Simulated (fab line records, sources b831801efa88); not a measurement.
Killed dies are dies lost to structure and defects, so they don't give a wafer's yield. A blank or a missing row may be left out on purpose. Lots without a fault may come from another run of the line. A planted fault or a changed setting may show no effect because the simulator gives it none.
Which tool did it? | flow gf180mcu | 13 lots, 39 wafers sampled, at 1 step of a route of 602

WHAT THE GAUGES READ, wafer by wafer
GF_NWELL_OVL_MEAS_07. Usual: NWELL_OVL -0.4 nm, standard deviation 1.5.
lot  | measured    | on         | NWELL_OVL (nm) | flag
L880 | day 3 07:54 | overlay-02 | -2.1 -2.1 -0.4 |
L882 | day 3 22:52 | overlay-02 | -1.7 -1.1 -1.0 |
L883 | day 4 05:08 | overlay-02 | -4.7 -4.1 -2.9 |
L885 | day 4 09:11 | overlay-01 | 1.6 -0.3 1.3   |
L887 | day 5 02:32 | overlay-02 | -2.6 -2.7 -1.3 |
L888 | day 5 02:55 | overlay-02 | 2.6 1.5 1.5    |
L890 | day 5 18:36 | overlay-01 | 1.1 1.1 0.3    |
L893 | day 6 07:59 | overlay-01 | -1.6 -2.4 -4.5 |
L895 | day 6 18:00 | overlay-02 | -0.9 -0.1 1.3  |
L896 | day 6 21:30 | overlay-01 | -0.4 -1.1 1.2  |
L900 | day 7 21:27 | overlay-01 | -1.8 -0.1 0.8  |
L902 | day 8 09:59 | overlay-02 | -0.4 -2.2 -0.5 |
L903 | day 8 13:53 | overlay-01 | -0.1 -0.4 -0.7 |

WHICH TOOL RAN EACH LOT (tool, then ch and the chambers of the sampled wafers, then the start)
The record holds no process step before these readings.

WHAT THE TOOLS THEMSELVES READ (means of the sampled wafers that have a number; where no wafer has one, the mark that the record gives instead)
The record holds no such reading with a usual standard deviation.

THE ANSWER, worked out from the rows above alone
Rule: a lot is off if the mean of its wafers that have a number lies more than 3 standard deviations from the usual mean. A lot without any number at a reading at which 4 lots or more have one is off too. The other lots that the step has rows for count as sound. The gauges are gone through in route order, then the tools' own readings, and for those a lot's mean is taken as printed above. The first step at which some lot is off is used, and at that step the reading that is off furthest; a lot without a number counts as furthest.
No lot is off at any reading shown: from this, nothing can be told.

WHAT THE SIMULATOR HAD PUT IN
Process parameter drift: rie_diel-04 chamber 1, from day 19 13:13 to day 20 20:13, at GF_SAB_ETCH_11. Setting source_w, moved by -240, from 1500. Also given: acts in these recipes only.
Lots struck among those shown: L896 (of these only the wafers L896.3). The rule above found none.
